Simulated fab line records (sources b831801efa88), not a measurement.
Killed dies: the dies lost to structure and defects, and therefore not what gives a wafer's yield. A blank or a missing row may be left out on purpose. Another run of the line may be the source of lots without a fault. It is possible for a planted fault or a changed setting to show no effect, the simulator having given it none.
fab line records	flow sky130
record lots=12	wafers=33	last-day=50
route steps=708 shown PWDE@55 VT_ADJUST_HVTR@141 SD_N@351 PAD_OPEN@702
lots that met no fault: taken from a fault-free run of the same line
start-h: start of the lot's first displayed wafer, in hours after the record's first day	wait-h: how many hours have passed since the lot's step before this one	" repeats the value in the row above	L1.1+2: several wafers, shown together as one row	- no value, or no start was given	* or withheld: withheld	< > ~ a bound
route shown NAME@n: names a module that has steps shown in the file, with the first one's number in the route	usual: mean/standard deviation taken from wafers without a fault	same: alike in all rows	chamber/n: place in a boat	sites: each site's reading	_std_site: standard deviation of those values	_edge_site: outer sites' mean less inner sites'	radius-mm: for every site, how far away it sits from the centre of the wafer	mask NAME#n: copy n	behind: the last tool/chamber to shape the wafer	hold: what put the lot on hold/how long, in hours/how the hold closed	device: transistor that didn't switch, given as n, p or np	end of line: at the end of the route, the tests of the same wafers	where a step has no rows: the recipe by itself	killed: dies that structure and defects cost at the first sort, which is not the same as the wafer's yield	map: a wafer's dies, marking killed ones x, the rest . and places with no die _
set.NAME: the setting that was run; set.NAME@STEP: the one run at that earlier step	model.NAME: the simulator's own value behind a step, which no gauge read
route steps across a sampled set of lots; one table per step, one row per wafer
services: when a tool's chamber went out of use (start-h, in hours from the record's first day, below 0 if earlier), for how many hours, and the reason
## steps
# step SKY_PWDE_TW_MEAS_10
# usual PWDE_TW=370.7/2.3
lot.wafer	tool	chamber	start-h	wait-h	PWDE_TW
L931.1	film-metro-03	-	69.71	0.1	364.8
L931.3	"	-	"	"	368.1
L931.5	"	-	"	"	367.4
L937.3	film-metro-01	-	101.88	0.1	373.0
L937.4	"	-	"	"	373.2
L937.5	"	-	"	"	374.3
L938.1	film-metro-02	-	108.16	0.1	368.7
L938.2	"	-	"	"	370.3
L938.3	"	-	"	"	369.5
L940.2	film-metro-01	-	118.32	0.1	375.9
L940.5	"	-	"	"	372.5
L942.2	film-metro-01	-	130.42	0.1	372.9
L942.3	"	-	"	"	372.2
L944.3	film-metro-01	-	140.43	0.1	370.3
L944.5	"	-	"	"	369.7
L948.1	film-metro-02	-	170.21	0.1	367.6
L948.2	"	-	"	"	370.7
L948.3	"	-	"	"	369.1
L949.2	film-metro-03	-	176.18	0.1	375.8
L949.3	"	-	"	"	374.3
L949.4	"	-	"	"	374.8
L950.1	film-metro-02	-	176.91	0.1	369.1
L950.2	"	-	"	"	366.4
L950.5	"	-	"	"	369.1
L952.3	film-metro-02	-	193.28	0.1	367.1
L952.4	"	-	"	"	367.2
L952.6	"	-	"	"	367.3
L953.2	film-metro-01	-	195.08	0.1	368.8
L953.3	"	-	"	"	369.8
L953.5	"	-	"	"	371.2
L954.4	film-metro-01	-	199.89	0.1	371.0
L954.5	"	-	"	"	369.8
L954.6	"	-	"	"	371.5
# step SKY_VT_ADJUST_HVTR_STRIP_10
# recipe chemistry=O2/N2	power-w=1400	pressure-mtorr=1500	platen-temp-c=withheld	o2-flow-sccm=3000	n2-flow-sccm=300	overash-fraction=0.5
# usual drypump-motor-current-A=5.6/0.5	oes-product-au=0.716/0.0043	strip-time-to-endpoint-s=14.18/0.034
# same overash-fraction=0.5
lot.wafer	tool	chamber	start-h	wait-h	drypump-motor-current-A	oes-product-au	rf-hours-counter-h	strip-time-to-endpoint-s
L931.1	plasma-asher-02	1	203.48	0.1	5.2	0.719	8	14.15
L931.3	"	0	"	"	6.3	0.720	-	14.17
L931.5	"	1	"	"	5.2	0.721	-	14.17
L937.3	plasma-asher-02	0	247.46	0.1	6.3	0.709	-	14.17
L937.4	"	1	"	"	5.2	0.714	-	14.20
L937.5	"	1	"	"	5.2	0.715	-	14.17
L938.1	plasma-asher-03	0	257.27	0.1	5.1	0.717	42	14.19
L938.2	"	1	"	"	5.1	0.711	42	14.19
L938.3	"	0	"	"	5.1	0.717	-	14.19
L940.2	plasma-asher-03	0	269.87	0.1	5.0	0.713	44	14.20
L940.5	"	1	"	"	5.1	0.718	-	14.23
L942.2	plasma-asher-04	1	283.33	0.1	5.5	0.713	56	14.23
L942.3	"	1	"	"	5.5	0.716	-	14.16
L944.3	plasma-asher-02	1	295.60	0.1	5.2	0.716	-	14.21
L944.5	"	1	"	"	5.2	0.714	-	14.15
L948.1	plasma-asher-03	0	336.03	0.1	5.1	0.713	50	14.19
L948.2	"	1	"	"	5.1	0.718	50	14.19
L948.3	"	1	"	"	5.1	0.719	-	14.24
L949.2	plasma-asher-04	1	345.07	0.1	5.5	0.718	62	14.12
L949.3	"	1	"	"	5.5	0.709	-	14.18
L949.4	"	0	"	"	6.0	0.718	-	14.19
L950.1	plasma-asher-02	1	346.07	0.1	5.2	0.712	23	14.14
L950.2	"	0	"	"	6.2	0.719	23	14.12
L950.5	"	0	"	"	6.3	0.712	-	14.17
L952.3	plasma-asher-02	1	366.05	0.1	5.2	0.719	-	14.17
L952.4	"	0	"	"	6.3	0.714	-	14.19
L952.6	"	0	"	"	6.2	0.721	-	14.17
L953.2	plasma-asher-02	1	369.17	0.1	5.2	0.724	26	14.20
L953.3	"	0	"	"	6.2	0.714	-	14.17
L953.5	"	1	"	"	5.2	0.721	-	14.16
L954.4	plasma-asher-04	0	376.15	0.1	6.0	0.714	-	14.11
L954.5	"	1	"	"	5.5	0.719	-	14.17
L954.6	"	0	"	"	6.0	0.719	-	14.13
# step SKY_SD_N_IMPLANT_09
# recipe species=As	energy-kev=50	dose-cm2=4e+15	tilt-deg=0
# usual beam-on-s=20.2/0.66	faraday-current-uA=10901/350
lot.wafer	tool	chamber	start-h	wait-h	beam-on-s	faraday-current-uA
L931.1	implanter-02	0	646.02	0.0	20.6	10678
L931.3	"	0	"	"	20.0	10909
L931.5	"	0	"	"	20.0	10980
L937.3	implanter-04	0	695.27	0.1	19.8	11112
L937.4	"	0	"	"	19.7	11136
L937.5	"	0	"	"	19.7	11094
L938.1	implanter-01	0	703.84	0.0	21.2	10366
L938.2	"	0	"	"	21.0	10492
L938.3	"	0	"	"	20.8	10528
L940.2	implanter-01	0	721.85	0.0	17.7	12425
L940.5	"	0	"	"	17.6	12488
L942.2	implanter-01	0	736.26	0.0	17.4	12627
L942.3	"	0	"	"	21.1	10392
L944.3	implanter-01	0	752.44	0.1	21.4	10243
L944.5	"	0	"	"	17.1	12859
L948.1	implanter-04	0	784.34	0.0	19.7	11090
L948.2	"	0	"	"	19.5	11245
L948.3	"	0	"	"	18.8	11689
L949.2	implanter-04	0	798.50	0.0	20.1	10924
L949.3	"	0	"	"	19.7	11171
L949.4	"	0	"	"	20.3	10852
L950.1	implanter-02	0	802.95	0.0	20.0	10999
L950.2	"	0	"	"	19.5	11191
L950.5	"	0	"	"	20.0	11013
L952.3	implanter-01	0	813.97	0.1	20.7	10629
L952.4	"	0	"	"	20.7	10595
L952.6	"	0	"	"	21.6	10133
L953.2	implanter-04	0	822.65	0.0	19.1	11495
L953.3	"	0	"	"	20.0	10950
L953.5	"	0	"	"	19.2	11443
L954.4	implanter-02	0	826.65	0.1	19.8	11127
L954.5	"	0	"	"	19.9	11020
L954.6	"	0	"	"	20.3	10828
# step SKY_SD_N_STRIP_11
# recipe chemistry=O2/N2	power-w=1400	pressure-mtorr=1500	platen-temp-c=withheld	o2-flow-sccm=3000	n2-flow-sccm=300	overash-fraction=0.5
# usual drypump-motor-current-A=5.69/0.28	oes-product-au=0.527/0.0043	strip-time-to-endpoint-s=22.54/0.052
# same overash-fraction=0.5
lot.wafer	tool	chamber	start-h	wait-h	drypump-motor-current-A	oes-product-au	rf-hours-counter-h	strip-time-to-endpoint-s
L931.1	plasma-asher-01	0	646.32	0.1	5.51	0.522	22	22.56
L931.3	"	0	"	"	5.45	0.518	-	22.56
L931.5	"	0	"	"	5.51	0.518	-	22.53
L937.3	plasma-asher-01	0	695.56	0.1	5.48	0.528	-	22.48
L937.4	"	1	"	"	5.84	0.528	-	22.46
L937.5	"	1	"	"	5.83	0.517	-	22.53
L938.1	plasma-asher-04	0	704.14	0.1	5.97	0.527	95	22.51
L938.2	"	1	"	"	5.52	0.532	95	22.59
L938.3	"	0	"	"	5.99	0.523	-	22.53
L940.2	plasma-asher-01	1	722.12	0.1	5.82	0.536	30	21.85
L940.5	"	1	"	"	5.83	0.541	-	21.88
L942.2	plasma-asher-02	0	736.54	0.1	6.25	0.537	62	21.88
L942.3	"	1	"	"	5.16	0.529	-	22.53
L944.3	plasma-asher-01	0	752.72	0.1	5.41	0.527	-	22.51
L944.5	"	1	"	"	5.84	0.542	-	21.76
L948.1	plasma-asher-04	0	784.64	0.1	5.98	0.527	4	22.52
L948.2	"	1	"	"	5.50	0.526	4	22.51
L948.3	"	0	"	"	5.98	0.529	-	22.51
L949.2	plasma-asher-04	1	798.77	0.1	5.50	0.529	5	22.55
L949.3	"	0	"	"	5.97	0.526	-	22.57
L949.4	"	1	"	"	5.51	0.522	-	22.49
L950.1	plasma-asher-01	1	803.25	0.1	5.83	0.535	38	22.57
L950.2	"	0	"	"	5.45	0.530	38	22.57
L950.5	"	0	"	"	5.44	0.521	-	22.61
L952.3	plasma-asher-02	1	814.26	0.1	5.18	0.535	-	22.58
L952.4	"	0	"	"	6.26	0.530	-	22.57
L952.6	"	1	"	"	5.19	0.538	-	22.56
L953.2	plasma-asher-04	1	822.93	0.1	5.51	0.529	7	22.61
L953.3	"	0	"	"	5.99	0.525	-	22.58
L953.5	"	0	"	"	5.98	0.525	-	22.58
L954.4	plasma-asher-04	0	826.91	0.1	5.99	0.524	-	22.62
L954.5	"	1	"	"	5.51	0.527	-	22.64
L954.6	"	0	"	"	5.98	0.527	-	22.64
# step SKY_SD_N_RS_MEAS_16
# recipe thk-meas-gauge=four-point-probe
# usual SD_N_RS=68.54/0.15
lot.wafer	tool	chamber	start-h	wait-h	SD_N_RS[ohm/sq]
L931.1	film-metro-02	-	646.71	0.1	68.63
L931.3	"	-	"	"	68.65
L931.5	"	-	"	"	68.60
L937.3	film-metro-01	-	695.95	0.1	68.39
L937.4	"	-	"	"	68.29
L937.5	"	-	"	"	68.48
L938.1	film-metro-02	-	704.52	0.1	68.85
L938.2	"	-	"	"	68.81
L938.3	"	-	"	"	68.91
L940.2	film-metro-01	-	722.53	0.1	70.16
L940.5	"	-	"	"	70.09
L942.2	film-metro-04	-	736.94	0.1	70.42
L942.3	"	-	"	"	68.48
L944.3	film-metro-02	-	753.11	0.1	68.73
L944.5	"	-	"	"	70.58
L948.1	film-metro-04	-	785.02	0.1	68.41
L948.2	"	-	"	"	68.51
L948.3	"	-	"	"	68.33
L949.2	film-metro-04	-	799.18	0.1	68.57
L949.3	"	-	"	"	68.56
L949.4	"	-	"	"	68.58
L950.1	film-metro-02	-	803.63	0.1	68.59
L950.2	"	-	"	"	68.69
L950.5	"	-	"	"	68.49
L952.3	film-metro-04	-	814.65	0.1	68.46
L952.4	"	-	"	"	68.62
L952.6	"	-	"	"	68.63
L953.2	film-metro-04	-	823.34	0.1	68.50
L953.3	"	-	"	"	68.52
L953.5	"	-	"	"	68.65
L954.4	film-metro-04	-	827.32	0.1	68.48
L954.5	"	-	"	"	68.60
L954.6	"	-	"	"	68.66
# step SKY_PAD_OPEN_STRIP_08
# recipe chemistry=O2/N2	power-w=1400	pressure-mtorr=1500	platen-temp-c=withheld	overash-fraction=0.7	o2-flow-sccm=3000	n2-flow-sccm=300
# usual drypump-motor-current-A=5.7/0.4	oes-product-au=0.663/0.0046
# same overash-fraction=0.7
lot.wafer	tool	chamber	start-h	wait-h	drypump-motor-current-A	oes-product-au	rf-hours-counter-h
L931.1	plasma-asher-02	0	1072.69	0.1	6.2	0.669	94
L931.3	"	1	"	"	5.2	0.665	-
L931.5	"	1	"	"	5.2	0.664	-
L937.3	plasma-asher-01	0	1109.91	0.1	5.5	0.666	-
L937.4	"	1	"	"	5.8	0.656	-
L937.5	"	0	"	"	5.5	0.661	-
L938.1	plasma-asher-02	0	1113.68	0.1	6.2	0.664	99
L938.2	"	1	"	"	5.2	0.662	99
L938.3	"	0	"	"	6.2	0.668	-
L940.2	plasma-asher-04	0	1129.13	0.1	6.0	0.672	36
L940.5	"	0	"	"	6.0	0.651	-
L942.2	plasma-asher-02	1	1142.48	0.1	5.2	0.671	101
L942.3	"	0	"	"	6.3	0.658	-
L944.3	plasma-asher-01	1	1149.61	0.1	5.8	0.667	-
L944.5	"	0	"	"	5.4	0.667	-
L948.1	plasma-asher-02	0	1171.23	0.1	6.3	0.664	104
L948.2	"	1	"	"	5.2	0.666	104
L948.3	"	0	"	"	6.3	0.664	-
L949.2	plasma-asher-01	0	1178.39	0.1	5.5	0.656	77
L949.3	"	0	"	"	5.5	0.665	-
L949.4	"	1	"	"	5.8	0.665	-
L950.1	plasma-asher-01	1	1183.18	0.1	5.8	0.667	77
L950.2	"	0	"	"	5.5	0.664	77
L950.5	"	0	"	"	5.4	0.673	-
L952.3	plasma-asher-02	1	1189.12	0.1	5.2	0.661	-
L952.4	"	0	"	"	6.3	0.666	-
L952.6	"	1	"	"	5.2	0.657	-
L954.4	plasma-asher-04	1	1197.52	0.1	5.5	0.672	-
L954.5	"	0	"	"	6.0	0.659	-
L954.6	"	1	"	"	5.5	0.665	-
L953.2	plasma-asher-04	1	1198.63	0.1	5.5	0.663	43
L953.3	"	0	"	"	6.0	0.663	-
L953.5	"	1	"	"	5.5	0.668	-
## services
tool	chamber	start-h	hours	kind
plasma-asher-01	-	229.29	2.8	pm
plasma-asher-04	-	232.29	2.2	repair
plasma-asher-04	-	240.67	14.6	pm
plasma-asher-02	-	276.58	3.1	repair
plasma-asher-04	-	389.09	1.9	repair
plasma-asher-02	-	397.98	3.5	repair
plasma-asher-04	-	402.08	1.4	repair
plasma-asher-04	-	410.55	0.3	repair
plasma-asher-02	-	413.53	0.6	repair
plasma-asher-04	-	424.81	11.2	repair
plasma-asher-02	-	441.03	0.7	repair
plasma-asher-04	-	451.47	0.5	repair
plasma-asher-04	-	481.21	11.0	repair
plasma-asher-02	-	586.14	12.0	repair
plasma-asher-04	-	599.43	2.8	pm
plasma-asher-02	-	645.45	5.3	repair
plasma-asher-04	-	682.13	2.8	repair
plasma-asher-04	-	733.75	9.0	pm
plasma-asher-04	-	786.38	6.1	repair
plasma-asher-02	-	787.73	2.8	pm
plasma-asher-02	-	798.73	13.0	repair
plasma-asher-04	-	808.40	8.5	repair
plasma-asher-04	-	902.95	12.9	pm
plasma-asher-02	-	1157.82	2.9	repair
## key
first-sign step=SKY_SD_N_IMPLANT_09	reading=faraday-current-uA	direction=up	sigmas=4.9	usual=10901	struck=12600
effect step=SKY_SD_N_IMPLANT_09	reading=beam-on-s	direction=down	sigmas=4.1	usual=20.2	struck=17.4
effect step=SKY_SD_N_STRIP_11	reading=strip-time-to-endpoint-s	direction=down	sigmas=14	usual=*	struck=*
effect step=SKY_SD_N_RS_MEAS_16	reading=SD_N_RS	direction=up	sigmas=12	usual=68.54	struck=70.31
met-at SKY_SD_N_IMPLANT_09
struck-lots L940,L942,L944
struck-wafers L940.2,L940.5,L942.2,L944.5
tester-left-out L940,L942,L944
not-acting-at SKY_PWDE_TW_MEAS_10,SKY_VT_ADJUST_HVTR_STRIP_10,SKY_PAD_OPEN_STRIP_08
onset-between 703.84 721.85
fault kind=process-parameter-drift	tool=implanter-01	chamber=-	onset-h=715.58	steps=SKY_SD_N_IMPLANT_09	channel=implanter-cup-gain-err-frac	offset=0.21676	shape=step	end-h=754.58	scope=struck-wafers-only
# tester-left-out: of these lots the tester's yield and bins aren't shown, on N5 and GAA mostly nor the transistor test; their killed dies are dies lost to structure and defects alone, not to doping, threshold or leakage, so they don't give the yield
